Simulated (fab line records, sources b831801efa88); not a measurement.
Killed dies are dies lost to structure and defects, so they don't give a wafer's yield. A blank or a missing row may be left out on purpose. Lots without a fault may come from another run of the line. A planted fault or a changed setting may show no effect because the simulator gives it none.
Which tool did it? | flow sky130 | 6 lots, 18 wafers sampled, at 2 steps of a route of 708

WHAT THE GAUGES READ, wafer by wafer
SKY_CONTACT_THK_MEAS_01.
lot  | measured     | on            | CONTACT_CVD_00_THK (nm)
L951 | day 31 20:46 | film_metro-04 | 73.9 73.5 74.7
L955 | day 33 01:04 | film_metro-02 | 74.1 75.9 50.4
L959 | day 34 08:31 | film_metro-01 | 75.1 74.2 75.0
L964 | day 36 06:37 | film_metro-02 | 73.7 74.9 75.1
L967 | day 36 17:59 | film_metro-04 | 74.2 74.6 75.5
L970 | day 37 17:31 | film_metro-01 | 72.9 75.4 74.4

WHICH TOOL RAN EACH LOT (tool, then ch and the chambers of the sampled wafers, then the start)
lot  | SKY_CONTACT_CVD_00
L951 | pecvd-02 ch 0,2, day 31 20:44
L955 | pecvd-03 ch 0,1,2, day 33 01:02
L959 | pecvd-02 ch 0,2, day 34 08:29
L964 | pecvd-02 ch 0,2, day 36 06:34
L967 | pecvd-03 ch 1,2, day 36 17:56
L970 | pecvd-04 ch 0,2, day 37 17:28
- SKY_CONTACT_CVD_00: deposits Si3N4, target thk 75 nm.

THE ANSWER, worked out from the rows above alone
Rule: what is usual is taken from the lots themselves. Put in order of their means at a reading, lots are off if they are a third of the lots or fewer, leave a main group of 4 or more, and stand apart from it by a gap of 3 or more times the standard deviation of the main group's means; of several such gaps the widest counts. A main group whose means are all the same, to the digits that the tables above print for the reading, isn't used. A lot without any number at a reading at which 4 lots or more have one is off too. The other lots that the step has rows for count as sound.
Off: L955, at SKY_CONTACT_THK_MEAS_01 (CONTACT_CVD_00_THK). The main group: mean 74.5 nm, standard deviation 0.29.
A tool fits if, at a process step before that reading, it ran every lot that is off, and no sound lot after the first of them. The gauges at SKY_CONTACT_THK_MEAS_01 are tried like those tools. None of those tried fits.

WHAT THE SIMULATOR HAD PUT IN
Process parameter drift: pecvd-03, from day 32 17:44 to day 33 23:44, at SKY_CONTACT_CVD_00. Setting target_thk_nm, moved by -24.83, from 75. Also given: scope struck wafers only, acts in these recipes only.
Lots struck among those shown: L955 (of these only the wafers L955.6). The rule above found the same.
